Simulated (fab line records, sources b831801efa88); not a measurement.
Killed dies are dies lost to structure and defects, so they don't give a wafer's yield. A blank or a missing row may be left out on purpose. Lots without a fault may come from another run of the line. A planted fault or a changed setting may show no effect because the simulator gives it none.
fab line records | flow sky130
record lots=24 wafers=72 last_day=50
route steps=708 shown VT_ADJUST_HVTP@95 VT_ADJUST_NCORE@130 METAL1@451 CAP2M@606 PAD_OPEN@701
lots that met no fault: from a run of the same line without faults
start_h: hours from the record's first day to the start of the lot's first wafer shown | wait_h: hours since the lot's step before | " the same as in the row above | L1.1+2: a row that stands for several wafers | - no value, or no start given | * or withheld: withheld | < > ~ a bound
route shown NAME@n: a module of which the file shows steps, and the number in the route of the first | usual: mean/standard deviation of fault-free wafers | same: alike in all rows | chamber/n: place in a boat | sites: the reading at each site | _std_site: their standard deviation | _edge_site: outer sites' mean less inner sites' | radius_mm: how far each site lies from the wafer's centre | mask NAME#n: copy n | behind: the tool/chamber that last shaped the wafer | hold: why the lot was held/for how many hours/how that ended | device: the transistor (n, p or np) that didn't switch | end of line: the same wafers' tests at the end of the route | a step without rows: its recipe alone | killed: dies lost to structure and defects at the first sort, not the wafer's yield | map: a wafer's dies, x killed, . not, _ none there
set.NAME: the setting as run; set.NAME@STEP: as run at that earlier step | model.NAME: the simulator's own value behind a step, which no gauge read
steps of the route over a sample of lots; a table a step, a row a wafer
services: from which hour (start_h, from the record's first day; less than 0 if before it) a tool's chamber was out of use, for how many hours, and why
## steps
# step SKY_VT_ADJUST_HVTP_STRIP_10
# recipe chemistry=O2/N2 power_w=1400 pressure_mtorr=1500 platen_temp_c=withheld o2_flow_sccm=3000 n2_flow_sccm=300 overash_fraction=0.5
# usual chamber_pressure_mTorr=1499.9/1.2 drypump_motor_current_A=5.6/0.4 oes_product_au=0.716/0.0047 strip_time_to_endpoint_s=14.14/0.039
# columns lot.wafer tool chamber start_h wait_h chamber_pressure_mTorr drypump_motor_current_A oes_product_au rf_hours_counter_h strip_time_to_endpoint_s
L074.1 plasma_asher-04 0 120.10 0.1 1498.8 6.1 0.721 31 14.13
L074.2 " 1 " " 1498.9 5.6 0.717 31 14.11
L074.3 " 1 " " 1498.6 5.7 0.719 - 14.11
L075.3 plasma_asher-03 1 126.28 0.1 1499.8 5.0 0.716 - 14.12
L075.5 " 0 " " 1500.3 5.5 0.720 - 14.12
L075.6 " 1 " " 1497.5 4.9 0.717 - 14.12
L076.1 plasma_asher-04 0 140.61 0.1 1499.6 6.1 0.717 32 14.08
L076.2 " 1 " " 1499.8 5.6 0.717 32 14.17
L076.6 " 1 " " 1500.3 5.7 0.717 - 14.13
L077.2 plasma_asher-04 0 144.55 0.1 1501.1 6.1 0.720 33 14.12
L077.4 " 0 " " 1500.5 6.1 0.714 - 14.12
L077.6 " 0 " " 1499.1 6.1 0.717 - 14.04
L078.3 plasma_asher-04 1 153.43 0.1 1499.3 5.7 0.716 - 14.21
L078.4 " 0 " " 1499.4 6.2 0.722 - 14.22
L078.6 " 0 " " 1500.6 6.2 0.713 - 14.19
L079.2 plasma_asher-04 1 157.75 0.1 1498.9 5.7 0.719 34 14.14
L079.3 " 1 " " 1498.5 5.7 0.711 - 14.16
L079.5 " 1 " " 1500.2 5.7 0.719 - 14.16
L080.1 plasma_asher-02 0 163.30 0.1 1499.6 5.6 0.719 48 14.16
L080.3 " 1 " " 1498.4 5.1 0.716 - 14.14
L080.6 " 1 " " 1498.8 5.2 0.707 - 14.20
L081.1 plasma_asher-03 1 166.15 0.1 1498.1 4.9 0.715 5 14.15
L081.4 " 0 " " 1500.0 5.4 0.725 - 14.15
L081.5 " 0 " " 1502.1 5.5 0.718 - 14.18
L082.1 plasma_asher-04 0 174.70 0.1 1500.3 6.1 0.721 35 14.13
L082.2 " 1 " " 1498.7 5.7 0.716 35 14.09
L082.4 " 0 " " 1500.1 6.1 0.712 - 14.16
L083.3 plasma_asher-04 1 179.64 0.1 1499.1 5.7 0.712 - 14.10
L083.5 " 0 " " 1499.7 6.1 0.721 - 14.11
L083.6 " 1 " " 1498.5 5.6 0.722 - 14.10
L084.1 plasma_asher-02 0 185.40 0.1 1501.8 5.7 0.716 50 14.17
L084.2 " 1 " " 1501.3 5.1 0.713 50 14.17
L084.5 " 0 " " 1499.0 5.6 0.718 - 14.13
L085.3 plasma_asher-02 0 195.14 0.1 1500.3 5.6 0.717 - 14.14
L085.4 " 1 " " 1501.8 5.2 0.710 - 14.14
L085.6 " 0 " " 1500.3 5.6 0.714 - 14.11
L086.1 plasma_asher-03 1 199.30 0.1 1500.1 5.0 0.715 8 14.15
L086.4 " 0 " " 1499.4 5.4 0.726 - 14.11
L086.6 " 1 " " 1500.3 4.9 0.715 - 14.14
L087.1 plasma_asher-02 1 203.15 0.1 1501.3 5.1 0.716 52 14.10
L087.3 " 0 " " 1499.4 5.7 0.710 - 14.13
L087.6 " 1 " " 1500.3 5.2 0.715 - 14.14
L088.3 plasma_asher-03 0 209.63 0.1 1499.3 5.4 0.725 - 14.14
L088.5 " 0 " " 1496.9 5.4 0.724 - 14.17
L088.6 " 1 " " 1499.3 5.0 0.718 - 14.13
L089.3 plasma_asher-04 1 216.73 0.1 1500.6 5.6 0.719 - 14.14
L089.5 " 0 " " 1501.5 6.1 0.703 - 14.11
L089.6 " 1 " " 1498.6 5.6 0.719 - 14.16
L090.1 plasma_asher-03 1 227.15 0.1 1500.4 4.9 0.707 11 14.20
L090.5 " 1 " " 1500.5 5.0 0.718 - 14.16
L090.6 " 0 " " 1501.2 5.5 0.720 - 14.13
L091.1 plasma_asher-03 0 229.15 0.1 1502.2 5.4 0.707 11 14.07
L091.5 " 0 " " 1498.8 5.5 0.716 - 14.10
L091.6 " 1 " " 1499.0 4.9 0.721 - 14.15
L092.1 plasma_asher-04 0 233.30 0.1 1501.1 6.1 0.717 41 14.19
L092.3 " 1 " " 1499.6 5.6 0.714 - 14.13
L092.4 " 0 " " 1499.4 6.1 0.714 - 14.16
L093.3 plasma_asher-02 1 244.35 0.1 1498.4 5.1 0.712 - 14.12
L093.4 " 0 " " 1503.3 5.6 0.722 - 14.09
L093.6 " 0 " " 1499.7 5.6 0.717 - 14.07
L094.3 plasma_asher-04 0 248.95 0.1 1498.7 6.1 0.717 - 14.18
L094.4 " 1 " " 1500.5 5.7 0.713 - 14.16
L094.6 " 0 " " 1499.8 6.1 0.706 - 14.18
L095.1 plasma_asher-03 1 254.80 0.1 1500.0 4.9 0.714 14 14.20
L095.5 " 1 " " 1499.9 4.9 0.716 - 14.16
L095.6 " 0 " " 1498.8 5.5 0.719 - 14.16
L096.1 plasma_asher-04 1 257.70 0.1 1500.7 5.7 0.715 43 14.21
L096.2 " 0 " " 1499.4 6.2 0.719 43 14.26
L096.5 " 1 " " 1499.4 5.7 0.710 - 14.22
L097.1 plasma_asher-03 1 267.25 0.1 1499.1 4.9 0.710 15 14.12
L097.4 " 1 " " 1501.0 4.9 0.711 - 14.15
L097.5 " 0 " " 1500.6 5.4 0.715 - 14.18
# step SKY_VT_ADJUST_NCORE_TW_MEAS_11
# usual VT_ADJUST_NCORE_TW=217.0/2.2
# columns lot.wafer tool chamber start_h wait_h VT_ADJUST_NCORE_TW
L074.1 film_metro-04 - 179.93 0.1 220.1
L074.2 " - " " 220.9
L074.3 " - " " 220.2
L075.3 film_metro-01 - 187.20 0.1 214.5
L075.5 " - " " 215.6
L075.6 " - " " 214.8
L076.1 film_metro-02 - 203.38 0.1 217.6
L076.2 " - " " 217.2
L076.6 " - " " 217.7
L077.2 film_metro-01 - 207.66 0.1 216.2
L077.4 " - " " 216.3
L077.6 " - " " 217.3
L078.3 film_metro-01 - 216.17 0.1 214.0
L078.4 " - " " 215.0
L078.6 " - " " 214.4
L079.2 film_metro-04 - 221.56 0.1 218.6
L079.3 " - " " 218.0
L079.5 " - " " 218.2
L080.1 film_metro-01 - 227.48 0.1 213.4
L080.3 " - " " 213.6
L080.6 " - " " 213.4
L081.1 film_metro-04 - 230.95 0.1 218.6
L081.4 " - " " 219.5
L081.5 " - " " 218.5
L082.1 film_metro-01 - 239.88 0.1 213.6
L082.2 " - " " 214.2
L082.4 " - " " 213.5
L083.3 film_metro-04 - 245.60 0.1 221.0
L083.5 " - " " 219.3
L083.6 " - " " 218.1
L084.1 film_metro-04 - 252.30 0.1 219.5
L084.2 " - " " 219.6
L084.5 " - " " 219.5
L085.3 film_metro-04 - 260.80 0.1 218.7
L085.4 " - " " 219.8
L085.6 " - " " 219.3
L086.1 film_metro-01 - 267.70 0.1 213.7
L086.4 " - " " 215.0
L086.6 " - " " 215.4
L087.1 film_metro-02 - 272.20 0.1 217.1
L087.3 " - " " 218.5
L087.6 " - " " 217.7
L088.3 film_metro-01 - 278.22 0.1 215.8
L088.5 " - " " 214.0
L088.6 " - " " 214.9
L089.3 film_metro-01 - 285.62 0.1 216.5
L089.5 " - " " 215.7
L089.6 " - " " 214.6
L090.1 film_metro-02 - 298.83 0.1 215.8
L090.5 " - " " 217.9
L090.6 " - " " 218.6
L091.1 film_metro-01 - 302.78 0.1 215.9
L091.5 " - " " 215.5
L091.6 " - " " 215.0
L092.1 film_metro-04 - 306.70 0.1 219.0
L092.3 " - " " 218.9
L092.4 " - " " 219.7
L093.3 film_metro-04 - 318.32 0.1 217.2
L093.4 " - " " 218.1
L093.6 " - " " 219.3
L094.3 film_metro-04 - 323.62 0.1 218.8
L094.4 " - " " 218.2
L094.6 " - " " 216.7
L095.1 film_metro-02 - 330.45 0.1 217.2
L095.5 " - " " 217.9
L095.6 " - " " 217.5
L096.1 film_metro-01 - 332.68 0.1 213.7
L096.2 " - " " 213.2
L096.5 " - " " 213.0
L097.1 film_metro-01 - 342.10 0.1 216.1
L097.4 " - " " 215.7
L097.5 " - " " 216.7
# step SKY_METAL1_DESCUM_17
# recipe chemistry=O2 source_power_w=150 bias_power_w=0 pressure_mtorr=10 temp_c=40 time_s=8
# usual chamber_pressure_mTorr=10.000/0.0094 drypump_motor_current_A=5.8/0.32 oes_product_au=1.004/0.0086
# columns lot.wafer tool chamber start_h wait_h chamber_pressure_mTorr drypump_motor_current_A oes_product_au rf_hours_counter_h
L074.1 rie_metal-02 0 760.34 0.0 10.015 5.9 1.001 13
L074.2 " 1 " " 10.000 5.9 1.017 2
L074.3 " 0 " " 10.001 5.9 1.001 -
L075.3 rie_metal-04 0 766.84 0.0 10.002 5.4 1.005 -
L075.5 " 0 " " 9.999 5.4 1.001 -
L075.6 " 1 " " 9.998 6.4 1.014 -
L076.1 rie_metal-04 0 785.84 0.0 9.997 5.4 0.990 15
L076.2 " 1 " " 9.991 6.4 1.019 1
L076.6 " 1 " " 10.000 6.3 1.013 -
L077.2 rie_metal-03 0 789.64 0.0 10.010 5.6 1.005 9
L077.4 " 1 " " 9.998 5.6 1.010 -
L077.6 " 0 " " 10.002 5.6 1.010 -
L078.3 rie_metal-03 0 820.61 0.0 9.992 5.6 1.011 -
L078.4 " 1 " " 9.993 5.6 1.016 -
L078.6 " 0 " " 10.005 5.6 1.002 -
L081.1 rie_metal-04 1 823.64 0.0 10.006 6.3 0.998 3
L081.4 " 0 " " 10.001 5.4 1.003 -
L081.5 " 1 " " 10.011 6.3 1.010 -
L080.1 rie_metal-02 0 824.13 0.0 10.015 5.9 0.991 16
L080.3 " 1 " " 10.005 6.0 1.008 -
L080.6 " 0 " " 10.000 5.9 0.992 -
L079.2 rie_metal-03 1 825.04 0.0 10.001 5.6 1.015 5
L079.3 " 1 " " 9.987 5.6 1.004 -
L079.5 " 0 " " 9.974 5.6 1.006 -
L082.1 rie_metal-02 1 827.29 0.0 9.996 5.9 1.014 4
L082.2 " 0 " " 9.998 5.9 1.009 16
L082.4 " 0 " " 9.990 5.9 0.996 -
L083.3 rie_metal-04 0 832.94 0.0 9.993 5.4 0.994 -
L083.5 " 0 " " 10.004 5.4 0.989 -
L083.6 " 1 " " 10.005 6.4 1.003 -
L085.3 rie_metal-02 0 849.24 0.0 9.993 5.9 1.009 -
L085.4 " 1 " " 10.011 6.0 1.009 -
L085.6 " 0 " " 10.004 5.9 0.993 -
L084.1 rie_metal-04 1 853.15 0.0 10.000 6.4 1.005 4
L084.2 " 0 " " 9.991 5.4 1.010 2
L084.5 " 0 " " 10.002 5.4 1.000 -
L086.1 rie_metal-03 0 853.70 0.0 10.010 5.6 1.006 11
L086.4 " 1 " " 9.994 5.6 0.999 -
L086.6 " 0 " " 9.995 5.6 0.994 -
L087.1 rie_metal-03 0 862.40 0.0 9.991 5.6 0.999 11
L087.3 " 1 " " 9.987 5.6 0.999 -
L087.6 " 0 " " 10.007 5.6 0.993 -
L088.3 rie_metal-02 1 865.90 0.0 9.985 6.0 1.004 -
L088.5 " 1 " " 10.013 5.9 1.003 -
L088.6 " 1 " " 9.988 6.0 1.016 -
L089.3 rie_metal-04 1 873.66 0.0 10.000 6.4 1.022 -
L089.5 " 0 " " 9.982 5.4 0.993 -
L089.6 " 1 " " 9.994 6.4 1.008 -
L090.1 rie_metal-03 0 886.53 0.0 10.010 5.6 1.007 12
L090.5 " 0 " " 10.001 5.6 0.990 -
L090.6 " 1 " " 10.009 5.6 0.991 -
L091.1 rie_metal-04 1 892.00 0.0 10.021 6.4 1.009 5
L091.5 " 1 " " 9.995 6.3 1.011 -
L091.6 " 0 " " 9.993 5.4 0.998 -
L092.1 rie_metal-03 0 899.73 0.0 10.006 5.5 1.002 13
L092.3 " 0 " " 10.015 5.6 0.994 -
L092.4 " 1 " " 10.011 5.6 0.994 -
L093.3 rie_metal-02 0 905.61 0.0 10.009 5.9 1.018 -
L093.4 " 1 " " 9.987 6.0 1.009 -
L093.6 " 0 " " 10.001 5.9 1.005 -
L094.3 rie_metal-04 0 908.81 0.0 9.984 5.4 0.993 -
L094.4 " 1 " " 10.012 6.3 0.999 -
L094.6 " 0 " " 10.005 5.4 0.995 -
L095.1 rie_metal-02 1 913.28 0.0 10.022 6.0 1.006 10
L095.5 " 0 " " 9.991 5.9 1.016 -
L095.6 " 1 " " 9.994 6.0 1.009 -
L096.1 rie_metal-03 1 921.60 0.0 10.012 5.6 0.991 8
L096.2 " 0 " " 9.995 5.6 1.004 14
L096.5 " 0 " " 9.995 5.6 1.005 -
L097.1 rie_metal-04 0 928.95 0.0 10.011 5.4 0.995 5
L097.4 " 0 " " 9.996 5.4 1.003 -
L097.5 " 0 " " 9.999 5.4 0.997 -
# step SKY_METAL1_METAL_ETCH_19
# recipe target_depth_a=3600 stop_on=SiO2 over_etch_frac=0.3 time_s=78 chemistry=Cl2/BCl3 resist_sidewall_deg=88 pressure_mtorr=10 icp_w=900 bias_w=48.5 Cl2_flow_sccm=60 bcl3_flow_sccm=30
# usual chamber_pressure_mTorr=10.001/0.0086 drypump_motor_current_A=5.8/0.32 oes_product_au=0.856/0.006 throttle_valve_pct=22.262/0.0094
# columns lot.wafer tool chamber start_h wait_h chamber_pressure_mTorr drypump_motor_current_A oes_product_au rf_hours_counter_h throttle_valve_pct
L074.1 rie_metal-02 0 760.44 0.0 9.988 5.9 0.863 13 22.254
L074.2 " 1 " " 10.008 6.0 0.860 2 22.250
L074.3 " 0 " " 9.995 5.9 0.852 - 22.268
L075.3 rie_metal-04 0 766.95 0.1 9.999 5.4 0.856 - 22.273
L075.5 " 0 " " 10.011 5.4 0.860 - 22.254
L075.6 " 1 " " 10.002 6.3 0.854 - 22.268
L076.1 rie_metal-04 0 785.94 0.0 10.001 5.4 0.840 15 22.259
L076.2 " 1 " " 10.005 6.3 0.851 1 22.268
L076.6 " 1 " " 10.007 6.3 0.853 - 22.256
L077.2 rie_metal-03 0 789.74 0.0 10.002 5.6 0.852 9 22.261
L077.4 " 1 " " 10.011 5.6 0.853 - 22.266
L077.6 " 0 " " 9.986 5.6 0.859 - 22.254
L078.3 rie_metal-03 0 820.72 0.1 10.006 5.6 0.857 - 22.266
L078.4 " 1 " " 9.999 5.6 0.860 - 22.255
L078.6 " 0 " " 10.004 5.6 0.858 - 22.271
L081.1 rie_metal-04 1 823.74 0.0 10.011 6.3 0.860 3 22.278
L081.4 " 0 " " 10.011 5.4 0.869 - 22.259
L081.5 " 1 " " 10.001 6.3 0.871 - 22.252
L080.1 rie_metal-02 0 824.22 0.0 9.997 5.9 0.866 16 22.261
L080.3 " 1 " " 10.007 6.0 0.854 - 22.270
L080.6 " 0 " " 9.988 5.9 0.854 - 22.265
L079.2 rie_metal-03 1 825.14 0.0 10.001 5.6 0.850 5 22.258
L079.3 " 1 " " 10.010 5.6 0.865 - 22.276
L079.5 " 0 " " 10.013 5.6 0.857 - 22.258
L082.1 rie_metal-02 1 827.39 0.0 10.004 6.0 0.863 4 22.251
L082.2 " 0 " " 10.006 5.9 0.852 16 22.274
L082.4 " 0 " " 10.006 5.9 0.850 - 22.269
L083.3 rie_metal-04 0 833.05 0.1 10.015 5.4 0.859 - 22.246
L083.5 " 0 " " 10.007 5.4 0.863 - 22.259
L083.6 " 1 " " 9.990 6.4 0.859 - 22.254
L085.3 rie_metal-02 0 849.35 0.1 10.016 5.9 0.855 - 22.255
L085.4 " 1 " " 10.017 5.9 0.860 - 22.270
L085.6 " 0 " " 10.020 5.9 0.860 - 22.262
L084.1 rie_metal-04 1 853.24 0.0 10.011 6.3 0.845 4 22.286
L084.2 " 0 " " 9.981 5.4 0.849 2 22.251
L084.5 " 0 " " 10.012 5.4 0.859 - 22.245
L086.1 rie_metal-03 0 853.79 0.0 9.992 5.5 0.854 11 22.262
L086.4 " 1 " " 9.993 5.6 0.854 - 22.262
L086.6 " 0 " " 10.003 5.6 0.854 - 22.253
L087.1 rie_metal-03 0 862.49 0.0 10.001 5.6 0.858 11 22.256
L087.3 " 1 " " 9.990 5.6 0.863 - 22.268
L087.6 " 0 " " 10.001 5.6 0.862 - 22.272
L088.3 rie_metal-02 1 866.13 0.1 9.991 6.0 0.850 - 22.266
L088.5 " 1 " " 10.003 5.9 0.851 - 22.251
L088.6 " 1 " " 10.000 6.0 0.860 - 22.272
L089.3 rie_metal-04 1 873.77 0.1 10.005 6.3 0.842 - 22.250
L089.5 " 0 " " 10.006 5.4 0.853 - 22.271
L089.6 " 1 " " 10.005 6.3 0.859 - 22.258
L090.1 rie_metal-03 0 886.62 0.0 9.996 5.6 0.855 12 22.260
L090.5 " 0 " " 9.991 5.6 0.856 - 22.257
L090.6 " 1 " " 10.003 5.6 0.852 - 22.244
L091.1 rie_metal-04 1 892.09 0.0 9.993 6.3 0.851 5 22.263
L091.5 " 1 " " 10.015 6.4 0.852 - 22.257
L091.6 " 0 " " 10.001 5.4 0.850 - 22.275
L092.1 rie_metal-03 0 899.82 0.0 10.006 5.6 0.861 13 22.274
L092.3 " 0 " " 10.005 5.6 0.858 - 22.258
L092.4 " 1 " " 9.996 5.6 0.848 - 22.257
L093.3 rie_metal-02 0 905.72 0.1 10.010 5.9 0.862 - 22.262
L093.4 " 1 " " 9.987 6.0 0.873 - 22.273
L093.6 " 0 " " 9.995 5.9 0.853 - 22.266
L094.3 rie_metal-04 0 908.92 0.1 9.980 5.4 0.852 - 22.251
L094.4 " 1 " " 10.009 6.4 0.855 - 22.264
L094.6 " 0 " " 9.996 5.4 0.854 - 22.258
L095.1 rie_metal-02 1 913.37 0.0 9.993 6.0 0.861 10 22.263
L095.5 " 0 " " 9.998 5.9 0.855 - 22.261
L095.6 " 1 " " 10.002 6.0 0.863 - 22.261
L096.1 rie_metal-03 1 921.69 0.0 9.997 5.6 0.849 9 22.260
L096.2 " 0 " " 9.998 5.6 0.853 14 22.264
L096.5 " 0 " " 9.991 5.6 0.843 - 22.277
L097.1 rie_metal-04 0 929.04 0.0 10.001 5.4 0.852 6 22.279
L097.4 " 0 " " 10.017 5.4 0.851 - 22.271
L097.5 " 0 " " 10.006 5.4 0.854 - 22.270
# step SKY_CAP2M_RS_MEAS_03
# recipe thk_meas_gauge=four-point-probe reads=TiN_of_CAP2M_SPUTTER_02
# usual CAP2M_TIN_RS=6.91/0.076
# columns lot.wafer tool chamber start_h wait_h CAP2M_TIN_RS[ohm/sq]
L074.1 film_metro-03 - 927.15 0.1 6.92
L074.2 " - " " 6.88
L074.3 " - " " 6.95
L075.3 film_metro-03 - 932.57 0.1 7.08
L075.5 " - " " 7.02
L075.6 " - " " 7.05
L076.1 film_metro-01 - 950.99 0.1 6.87
L076.2 " - " " 6.86
L076.6 " - " " 6.85
L077.2 film_metro-01 - 953.57 0.1 6.77
L077.4 " - " " 6.82
L077.6 " - " " 6.80
L078.3 film_metro-01 - 982.10 0.1 6.93
L078.4 " - " " 7.01
L078.6 " - " " 6.93
L081.1 film_metro-03 - 983.27 0.1 6.99
L081.4 " - " " 6.96
L081.5 " - " " 7.02
L080.1 film_metro-01 - 985.00 0.1 6.90
L080.3 " - " " 6.90
L080.6 " - " " 6.89
L079.2 film_metro-01 - 987.26 0.1 6.92
L079.3 " - " " 6.79
L079.5 " - " " 6.81
L082.1 film_metro-03 - 987.40 0.1 6.92
L082.2 " - " " 6.94
L082.4 " - " " 6.99
L083.3 film_metro-02 - 993.34 0.1 6.85
L083.5 " - " " 6.86
L083.6 " - " " 6.79
L085.3 film_metro-02 - 1008.42 0.1 6.89
L085.4 " - " " 6.84
L085.6 " - " " 6.86
L084.1 film_metro-02 - 1010.63 0.1 6.93
L084.2 " - " " 6.92
L084.5 " - " " 7.00
L086.1 film_metro-03 - 1011.88 0.1 6.84
L086.4 " - " " 6.84
L086.6 " - " " 6.84
L087.1 film_metro-03 - 1018.07 0.1 7.08
L087.3 " - " " 7.07
L087.6 " - " " 7.08
L088.3 film_metro-01 - 1020.63 0.1 6.84
L088.5 " - " " 6.83
L088.6 " - " " 6.75
L089.3 film_metro-02 - 1029.15 0.1 6.91
L089.5 " - " " 6.92
L089.6 " - " " 6.93
L090.1 film_metro-01 - 1038.45 0.1 6.95
L090.5 " - " " 6.96
L090.6 " - " " 6.92
L091.1 film_metro-03 - 1042.66 0.1 6.95
L091.5 " - " " 6.92
L091.6 " - " " 6.93
L092.1 film_metro-01 - 1051.51 0.1 6.94
L092.3 " - " " 6.94
L092.4 " - " " 6.93
L093.3 film_metro-03 - 1057.29 0.1 6.99
L093.4 " - " " 6.92
L093.6 " - " " 7.00
L094.3 film_metro-02 - 1059.39 0.1 6.94
L094.4 " - " " 6.90
L094.6 " - " " 6.95
L095.1 film_metro-03 - 1061.96 0.1 6.77
L095.5 " - " " 6.78
L095.6 " - " " 6.76
L096.1 film_metro-02 - 1071.22 0.1 6.89
L096.2 " - " " 6.92
L096.5 " - " " 6.87
L097.1 film_metro-02 - 1076.80 0.1 6.93
L097.4 " - " " 6.90
L097.5 " - " " 6.90
# step SKY_PAD_OPEN_ETCH_07
# recipe chemistry=CF4/O2 target_depth_nm=725 stop_on=AlCu source_w=800 bias_w=150 pressure_mtorr=150 cf4_flow_sccm=80 O2_flow_sccm=10 time_s=161.1
# usual O2_flow_sccm=10.003/0.028 chamber_pressure_mTorr=150.01/0.15 drypump_motor_current_A=5.7/0.5 oes_product_au=0.979/0.0064 throttle_valve_pct=5.965/0.0091
# columns lot.wafer tool chamber start_h wait_h O2_flow_sccm chamber_pressure_mTorr drypump_motor_current_A oes_product_au rf_hours_counter_h throttle_valve_pct
L074.1 rie_diel-04 1 1070.19 - 9.987 149.95 6.1 0.981 20 5.968
L074.2 " 2 " " 10.012 150.01 6.0 0.980 19 5.979
L074.3 " 3 " " 9.966 149.97 5.7 0.986 19 5.979
L075.3 rie_diel-02 0 1075.57 - 10.022 150.04 5.9 0.974 28 5.963
L075.5 " 0 " " 10.000 149.97 6.0 0.977 - 5.955
L075.6 " 1 " " 10.002 150.00 5.4 0.984 - 5.953
L076.1 rie_diel-03 0 1090.92 - 9.995 149.94 4.7 0.983 20 5.969
L076.2 " 2 " " 9.974 149.90 4.9 0.980 6 5.972
L076.6 " 0 " " 10.007 150.09 4.7 0.981 - 5.967
L077.2 rie_diel-04 2 1092.37 - 9.983 149.80 6.0 0.985 20 5.966
L077.4 " 3 " " 9.994 149.95 5.7 0.987 20 5.963
L077.6 " 3 " " 10.001 150.22 5.7 0.985 - 5.969
L078.3 rie_diel-04 2 1116.49 - 9.981 149.75 6.0 0.978 20 5.959
L078.4 " 3 " " 10.020 149.94 5.7 0.977 - 5.962
L078.6 " 2 " " 10.023 150.11 6.0 0.977 - 5.968
L081.1 rie_diel-04 0 1119.09 - 10.017 149.95 6.2 0.989 11 5.956
L081.4 " 2 " " 10.054 149.93 5.9 0.980 - 5.956
L081.5 " 3 " " 10.061 150.07 5.7 0.987 - 5.981
L080.1 rie_diel-02 3 1120.69 - 10.001 150.17 5.5 0.983 16 5.969
L080.3 " 2 " " 9.999 149.85 5.1 0.985 18 5.961
L080.6 " 2 " " 9.999 150.21 5.1 0.979 - 5.957
L079.2 rie_diel-02 2 1121.82 - 10.033 149.86 5.1 0.965 19 5.976
L079.3 " 3 " " 10.006 150.01 5.5 0.977 16 5.969
L079.5 " 3 " " 9.984 150.13 5.5 0.977 - 5.970
L082.1 rie_diel-04 3 1121.84 - 9.989 150.12 5.7 0.975 22 5.972
L082.2 " 0 " " 9.982 150.16 6.2 0.969 11 5.952
L082.4 " 3 " " 9.973 149.92 5.7 0.975 - 5.966
L083.3 rie_diel-03 0 1124.49 - 9.998 150.08 4.7 0.978 21 5.983
L083.5 " 2 " " 9.976 150.11 4.9 0.982 - 5.963
L083.6 " 1 " " 10.011 149.85 5.3 0.978 - 5.960
L085.3 rie_diel-04 0 1139.49 - 9.965 150.14 6.3 0.975 12 5.967
L085.4 " 3 " " 9.997 149.93 5.7 0.993 23 5.973
L085.6 " 1 " " 10.014 150.01 6.2 0.973 - 5.954
L084.1 rie_diel-02 0 1140.99 - 10.013 149.92 5.9 0.970 1 5.964
L084.2 " 2 " " 10.050 150.00 5.1 0.973 19 5.973
L084.5 " 1 " " 10.012 150.04 5.4 0.983 - 5.956
L086.1 rie_diel-03 3 1142.29 - 10.033 149.94 6.4 0.987 23 5.953
L086.4 " 1 " " 9.966 149.91 5.3 0.984 10 5.982
L086.6 " 3 " " 10.016 149.94 6.4 0.993 - 5.974
L087.1 rie_diel-04 1 1146.84 - 9.989 150.16 6.2 0.971 22 5.948
L087.3 " 0 " " 9.998 150.21 6.2 0.970 13 5.964
L087.6 " 0 " " 9.994 150.08 6.3 0.977 - 5.969
L088.3 rie_diel-04 2 1148.34 - 9.949 149.66 6.0 0.974 22 5.983
L088.5 " 1 " " 9.989 149.90 6.2 0.982 - 5.963
L088.6 " 2 " " 10.020 150.07 6.0 0.969 - 5.976
L089.3 rie_diel-03 0 1154.99 - 10.001 149.66 4.7 0.976 22 5.954
L089.5 " 2 " " 10.022 150.23 5.0 0.976 - 5.976
L089.6 " 1 " " 10.057 149.71 5.3 0.987 - 5.970
L090.1 rie_diel-02 1 1162.74 - 9.998 150.10 5.4 0.971 18 5.973
L090.5 " 2 " " 10.024 150.12 5.1 0.976 - 5.966
L090.6 " 1 " " 9.979 150.16 5.4 0.980 - 5.953
L091.1 rie_diel-02 0 1165.99 - 9.995 150.05 5.9 0.985 2 5.955
L091.5 " 1 " " 10.003 150.03 5.4 0.980 - 5.973
L091.6 " 2 " " 9.985 149.83 5.1 0.974 - 5.971
L092.1 rie_diel-04 1 1172.24 - 10.016 149.93 6.2 0.978 23 5.956
L092.3 " 2 " " 9.995 149.98 6.0 0.969 23 5.967
L092.4 " 0 " " 10.062 150.00 6.3 0.976 14 5.954
L093.3 rie_diel-02 1 1177.17 - 9.957 149.70 5.4 0.981 18 5.961
L093.4 " 0 " " 10.016 150.28 5.9 0.969 3 5.971
L093.6 " 1 " " 9.979 149.92 5.4 0.987 - 5.966
L094.3 rie_diel-03 3 1179.04 - 10.018 150.22 6.4 0.979 24 5.957
L094.4 " 1 " " 10.032 150.19 5.4 0.987 12 5.973
L094.6 " 3 " " 10.038 149.96 6.4 0.980 - 5.963
L095.1 rie_diel-04 3 1181.97 - 10.017 150.09 5.7 0.966 24 5.954
L095.5 " 0 " " 9.994 150.16 6.2 0.974 - 5.983
L095.6 " 1 " " 10.043 149.93 6.2 0.987 - 5.958
L096.1 rie_diel-03 3 1186.49 - 10.022 149.98 6.4 0.986 25 5.978
L096.2 " 0 " " 10.042 150.06 4.7 0.966 23 5.969
L096.5 " 2 " " 9.961 150.13 4.9 0.985 - 5.956
L097.1 rie_diel-04 1 1192.37 - 10.002 150.05 6.2 0.969 24 5.964
L097.4 " 0 " " 10.031 150.25 6.3 0.980 14 5.968
L097.5 " 1 " " 9.968 150.05 6.2 0.987 - 5.982
## services
# columns tool chamber start_h hours kind
rie_metal-03 - 155.51 1.4 pm
rie_diel-04 0 188.07 2.9 repair
rie_metal-04 - 203.43 0.6 repair
rie_metal-04 - 287.26 3.2 repair
rie_metal-02 - 346.95 0.5 repair
rie_metal-02 0 462.22 3.2 repair
rie_metal-02 1 519.74 1.5 repair
rie_metal-02 0 567.81 1.7 repair
rie_metal-02 - 623.32 0.4 repair
rie_metal-02 - 649.86 2.8 pm
rie_metal-02 - 714.13 1.3 repair
rie_metal-03 0 719.70 21.4 repair
rie_metal-02 0 828.38 16.2 repair
rie_metal-02 0 858.57 7.4 repair
rie_metal-04 1 886.63 3.6 repair
rie_metal-04 - 895.03 2.8 pm
rie_metal-03 1 933.70 7.2 repair
rie_metal-03 - 937.68 2.8 pm
rie_metal-02 1 969.27 1.8 repair
rie_metal-03 1 980.39 20.4 repair
rie_metal-04 - 1003.65 1.4 pm
rie_metal-03 - 1081.76 0.7 repair
rie_metal-03 1 1123.01 1.9 repair
rie_metal-02 - 1156.79 1.4 pm
## key
fault none
